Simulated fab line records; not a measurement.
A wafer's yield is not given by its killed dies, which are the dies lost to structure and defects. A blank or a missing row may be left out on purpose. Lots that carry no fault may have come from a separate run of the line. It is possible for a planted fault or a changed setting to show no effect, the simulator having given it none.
Which tool did it? -- flow sky130 -- 11 lots with 33 wafers sampled at 3 steps, on a route of 708 steps

## WHAT THE GAUGES SHOWED, per wafer
SKY_VT_ADJUST_LVTN_TW_MEAS_10. Usual: VT_ADJUST_LVTN_TW gives 242.1 (standard deviation 1.7).
lot,measured,on,VT_ADJUST_LVTN_TW,flag
L168,day 7 08:01,filmMetro-04,237.7 238.4 238.4,
L169,day 7 09:55,filmMetro-04,237.6 238.1 238.7,
L170,day 7 17:45,filmMetro-02,243.9 243.2 244.2,
L172,day 8 16:09,filmMetro-04,239.9 239.3 240.7,
L174,day 8 23:03,filmMetro-02,243.1 242.5 243.0,
L176,day 9 10:34,filmMetro-03,242.5 244.9 243.2,
L178,day 10 01:01,filmMetro-02,243.1 244.2 244.2,
L180,day 10 09:54,filmMetro-02,243.9 243.1 242.9,
L181,day 10 15:03,filmMetro-04,241.3 239.6 239.9,
L188,day 12 14:12,filmMetro-03,242.2 244.5 242.2,
L190,day 13 02:52,filmMetro-03,241.6 242.8 241.6,

SKY_VT_ADJUST_LVTN_TW_MEAS_21. Usual: VT_ADJUST_LVTN_2_TW gives 188.2 (standard deviation 1.3).
lot,measured,on,VT_ADJUST_LVTN_2_TW,flag
L168,day 8 03:49,filmMetro-02,189.8 190.7 189.6,
L169,day 8 06:22,filmMetro-02,189.4 188.9 189.8,
L170,day 8 14:07,filmMetro-02,189.2 188.6 188.8,
L172,day 9 12:51,filmMetro-03,189.3 189.5 190.6,
L174,day 9 19:48,filmMetro-03,189.7 189.0 189.7,
L176,day 10 08:17,filmMetro-03,186.6 187.5 187.4,
L178,day 10 22:53,filmMetro-03,204.4 203.9 203.4,OFF
L180,day 11 08:21,filmMetro-03,204.5 204.4 204.8,OFF
L181,day 11 14:39,filmMetro-04,188.5 187.2 187.4,
L188,day 13 15:09,filmMetro-04,186.8 186.1 186.9,
L190,day 14 04:19,filmMetro-04,186.3 185.1 185.8,

## EACH LOT AND THE TOOL THAT RAN IT (in order: tool; ch and the chambers of the sampled wafers; start)
lot,SKY_VT_ADJUST_LVTN_IMPLANT_19
L168,"implanter-01 ch 0, day 8 03:36"
L169,"implanter-04 ch 0, day 8 06:07"
L170,"implanter-01 ch 0, day 8 13:52"
L172,"implanter-01 ch 0, day 9 12:36"
L174,"implanter-04 ch 0, day 9 19:33"
L176,"implanter-01 ch 0, day 10 08:04"
L178,"implanter-01 ch 0, day 10 22:39"
L180,"implanter-01 ch 0, day 11 08:06"
L181,"implanter-02 ch 0, day 11 14:24"
L188,"implanter-04 ch 0, day 13 14:54"
L190,"implanter-04 ch 0, day 14 04:04"
- SKY_VT_ADJUST_LVTN_IMPLANT_19

## AS READ BY THE TOOLS THEMSELVES (means over the sampled wafers that have a number; for cases with no such wafer, the mark the record gives instead)
SKY_VT_ADJUST_LVTN_IMPLANT_19. Usual: beamEnergyKeV 29.998, standard deviation 0.0085; doseIonsCm2 6.5e+11, standard deviation 7.3e+08; endStationPressureTorr 4.99e-06 Torr, standard deviation 2.3e-07; faradayCurrentUA 3.67, standard deviation 0.074.
lot,tool,beamEnergyKeV,doseIonsCm2,endStationPressureTorr (Torr),faradayCurrentUA,flag
L168,implanter-01,29.989,6.5e+11,5.02e-06,3.71,
L169,implanter-04,29.996,6.5e+11,5.10e-06,3.58,
L170,implanter-01,30.009,6.5e+11,4.91e-06,3.65,
L172,implanter-01,30.000,6.5e+11,4.67e-06,3.65,
L174,implanter-04,29.999,6.5e+11,4.81e-06,3.64,
L176,implanter-01,29.999,6.5e+11,5.05e-06,3.67,
L178,implanter-01,30.001,8.8e+11,4.91e-06,5.05,OFF
L180,implanter-01,29.995,8.8e+11,4.91e-06,4.89,OFF
L181,implanter-02,30.004,6.5e+11,4.81e-06,3.62,
L188,implanter-04,29.998,6.5e+11,4.98e-06,3.72,
L190,implanter-04,29.989,6.5e+11,5.12e-06,3.73,

## THE ANSWER, worked out from the rows above alone
Rule: a lot counts as off when the mean over its wafers that have a number is more than 3 standard deviations away from the usual mean. Also off: a lot with no number at a reading for which 4 or more lots have one. The other lots that the step has rows for count as sound. Order of review: gauges by route order, followed by the tools' own readings, for which a lot's mean as printed above is used. At the first step where some lot is off, the reading lying furthest off is the one used; lots without a number count as furthest.
Off: at SKY_VT_ADJUST_LVTN_TW_MEAS_21 (VT_ADJUST_LVTN_2_TW), L178, L180.
If a tool, at a process step before that reading, ran all the lots that are off and no sound lot after the first of them, it fits. The gauges at SKY_VT_ADJUST_LVTN_TW_MEAS_21 aren't tried: what is off there is off at SKY_VT_ADJUST_LVTN_IMPLANT_19 too, on other tools, and a gauge's error can't cause that. One fits: SKY_VT_ADJUST_LVTN_IMPLANT_19 on implanter-01. A fault onset in the window from L176 (day 10 08:04, its last sound lot) to L178 (day 10 22:39, its first lot off) fits.
The tool's own readings at SKY_VT_ADJUST_LVTN_IMPLANT_19 bear it out: on the lots that are off they differ by more than 5 times the standard deviation of the sound lots' means. doseIonsCm2 reads 8.8e+11 there against 6.5e+11 on the sound lots; faradayCurrentUA reads 4.97 there against 3.66 on the sound lots.

## WHAT THE SIMULATOR HAD PUT IN
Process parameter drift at SKY_VT_ADJUST_LVTN_IMPLANT_19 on implanter-01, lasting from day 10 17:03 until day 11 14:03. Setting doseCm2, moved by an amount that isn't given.
Lots struck among those shown: L178, L180. The same result came from the rule above.
